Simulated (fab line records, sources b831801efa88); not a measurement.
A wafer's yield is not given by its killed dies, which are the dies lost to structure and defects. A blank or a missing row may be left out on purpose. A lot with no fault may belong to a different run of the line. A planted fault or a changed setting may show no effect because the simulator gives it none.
What tool caused it? | flow gf180mcu | 14 lots with 42 wafers sampled at 4 steps, on a route of 602 steps

== WHAT THE GAUGES READ, wafer by wafer ==
GF_STI_THK_MEAS_24.
lot  | measured    | on            | STI_CVD_23_THK (nm)
L420 | day 2 04:49 | film_metro-03 | 647 643 648
L421 | day 2 08:36 | film_metro-04 | 657 651 661
L422 | day 2 13:09 | film_metro-01 | 653 653 652
L423 | day 2 20:13 | film_metro-01 | 642 647 648
L424 | day 3 02:49 | film_metro-01 | 660 653 661
L425 | day 3 09:42 | film_metro-01 | 644 648 655
L427 | day 3 16:54 | film_metro-01 | 653 650 647
L426 | day 3 16:55 | film_metro-04 | 659 657 649
L429 | day 4 06:40 | film_metro-01 | 653 652 652
L431 | day 4 14:25 | film_metro-01 | 648 659 653
L432 | day 4 17:22 | film_metro-01 | 652 654 650
L438 | day 6 01:08 | film_metro-04 | 650 654 653
L441 | day 6 16:07 | film_metro-04 | 642 658 654
L442 | day 6 21:16 | film_metro-03 | 650 637 648

GF_M2_THK_MEAS_06: measures by xrf.
lot  | measured     | on            | M2_ALCU_THK (nm)
L420 | day 18 07:13 | film_metro-04 | 447 444 446
L421 | day 19 04:35 | film_metro-03 | 444 446 446
L422 | day 19 06:04 | film_metro-03 | 449 449 450
L423 | day 19 10:40 | film_metro-04 | 447 443 442
L424 | day 20 03:25 | film_metro-04 | 443 440 440
L425 | day 20 15:25 | film_metro-04 | 450 450 450
L427 | day 21 02:32 | film_metro-03 | 443 446 450
L426 | day 21 03:11 | film_metro-03 | 450 437 441
L429 | day 21 19:59 | film_metro-03 | 456 451 456
L431 | day 22 09:23 | film_metro-03 | 446 440 439
L432 | day 22 16:16 | film_metro-04 | 439 441 446
L438 | day 24 14:35 | film_metro-03 | 455 450 444
L441 | day 25 15:30 | film_metro-03 | 430 434 436
L442 | day 25 18:37 | film_metro-03 | 435 443 440

== TOOL THAT RAN EACH LOT (tool first, then ch and the chambers of the sampled wafers, then the start) ==
lot  | GF_VT_IMPLANT_SOFTBAKE_25         | GF_V1_CVD_02
L420 | litho_track-03 ch 0, day 6 12:02  | pecvd-03 ch 0,1, day 17 05:30
L421 | litho_track-03 ch 0, day 6 19:34  | pecvd-01 ch 0,1, day 18 02:26
L422 | litho_track-04 ch 0, day 7 00:13  | pecvd-03 ch 1, day 18 03:52
L423 | litho_track-03 ch 0, day 7 09:10  | pecvd-01 ch 0,1,2, day 18 08:25
L424 | litho_track-03 ch 0, day 7 22:58  | pecvd-01 ch 0,1,2, day 19 00:47
L425 | litho_track-04 ch 0, day 8 09:01  | pecvd-01 ch 0,1,2, day 19 12:39
L427 | litho_track-03 ch 0, day 8 13:05  | pecvd-04 ch 0,1, day 19 23:57
L426 | litho_track-01 ch 0, day 8 11:37  | pecvd-03 ch 0,2, day 20 00:13
L429 | litho_track-01 ch 0, day 9 03:00  | pecvd-03 ch 0,1, day 20 17:59
L431 | litho_track-04 ch 0, day 9 13:19  | pecvd-01 ch 0,1, day 21 07:43
L432 | litho_track-04 ch 0, day 9 14:46  | pecvd-03 ch 0,2, day 21 15:00
L438 | litho_track-01 ch 0, day 11 07:40 | pecvd-03 ch 0,2, day 23 14:29
L441 | litho_track-04 ch 0, day 12 02:19 | pecvd-03 ch 0,1,2, day 24 16:08
L442 | litho_track-04 ch 0, day 12 09:28 | pecvd-04 ch 1,2, day 24 19:08
- GF_VT_IMPLANT_SOFTBAKE_25: time 60 s.
- GF_V1_CVD_02: deposits SiO2 from TEOS, target thk 850 nm, time 94.851 s.

== WHAT THE TOOLS THEMSELVES READ (means of the sampled wafers that have a number; where no wafer has one, the mark that the record gives instead) ==
GF_VT_IMPLANT_SOFTBAKE_25.
lot  | tool           | heater_power_total_W (W) | plate_temp_C (C)
L420 | litho_track-03 | 56.63                    | 89.98
L421 | litho_track-03 | 56.63                    | 90.12
L422 | litho_track-04 | 56.64                    | 90.03
L423 | litho_track-03 | 56.59                    | 90.04
L424 | litho_track-03 | 56.59                    | 89.86
L425 | litho_track-04 | 56.57                    | 90.02
L427 | litho_track-03 | 56.57                    | 89.85
L426 | litho_track-01 | 56.64                    | 89.97
L429 | litho_track-01 | 56.58                    | 90.07
L431 | litho_track-04 | 56.62                    | 89.98
L432 | litho_track-04 | 56.63                    | 90.13
L438 | litho_track-01 | 56.63                    | 89.92
L441 | litho_track-04 | 57.87                    | 91.50
L442 | litho_track-04 | 57.86                    | 91.45

GF_V1_CVD_02.
lot  | tool     | heater_power_w (W) | rf_fwd_power_W (W) | susceptor_temp_C (C)
L420 | pecvd-03 | 728                | 595.0              | 400.01
L421 | pecvd-01 | 640                | 596.3              | 399.99
L422 | pecvd-03 | 823                | 596.8              | 399.98
L423 | pecvd-01 | 681                | 595.2              | 399.88
L424 | pecvd-01 | 646                | 595.8              | 399.94
L425 | pecvd-01 | 618                | 596.4              | 400.05
L427 | pecvd-04 | 631                | 599.5              | 400.20
L426 | pecvd-03 | 651                | 596.7              | 400.03
L429 | pecvd-03 | 787                | 596.7              | 400.09
L431 | pecvd-01 | 616                | 594.0              | 400.00
L432 | pecvd-03 | 653                | 593.9              | 399.91
L438 | pecvd-03 | 687                | 596.5              | 400.19
L441 | pecvd-03 | 696                | 596.4              | 399.96
L442 | pecvd-04 | 649                | 599.5              | 399.89

== THE ANSWER, worked out from the rows above alone ==
Rule: the usual values come from the lots themselves. The widest of any qualifying gaps counts: lots, ordered by their means at a reading, are off when they make up no more than a third of the lots, leave a main group of 4 or more, and stand apart from it by 3 or more times the standard deviation of that group's means. A main group is skipped when, at the precision printed for the reading in the tables above, its means are all equal. Also off: a lot with no number at a reading for which 4 or more lots have one. All remaining lots with rows at the step are treated as sound. After the gauges, taken in route order, come the tools' own readings; for these a lot's mean is taken, as printed above. At the first step where some lot is off, the reading lying furthest off is the one used; lots without a number count as furthest.
Off: L441, L442, at GF_VT_IMPLANT_SOFTBAKE_25 (heater_power_total_W). Main group: mean 56.61 W, sd 0.026.
A tool fits if, at that step or a process step before it, it ran every lot that is off, and no sound lot after the first of them. One fits: GF_VT_IMPLANT_SOFTBAKE_25 on litho_track-04. Its last sound lot is L432 (day 9 14:46), its first lot that is off L441 (day 12 02:19): a fault that began between those two fits.
The tool's own readings at GF_VT_IMPLANT_SOFTBAKE_25 bear it out: on the lots that are off they differ by more than 5 times the standard deviation of the sound lots' means. heater_power_total_W reads 57.86 W there against 56.61 W on the sound lots; plate_temp_C reads 91.47 C there against 90.00 C on the sound lots.

== WHAT WAS PUT IN BY THE SIMULATOR ==
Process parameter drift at GF_VT_IMPLANT_SOFTBAKE_25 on litho_track-04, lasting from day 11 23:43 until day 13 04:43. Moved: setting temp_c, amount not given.
Struck lots among those shown: L441, L442. This agrees with what the rule above found.
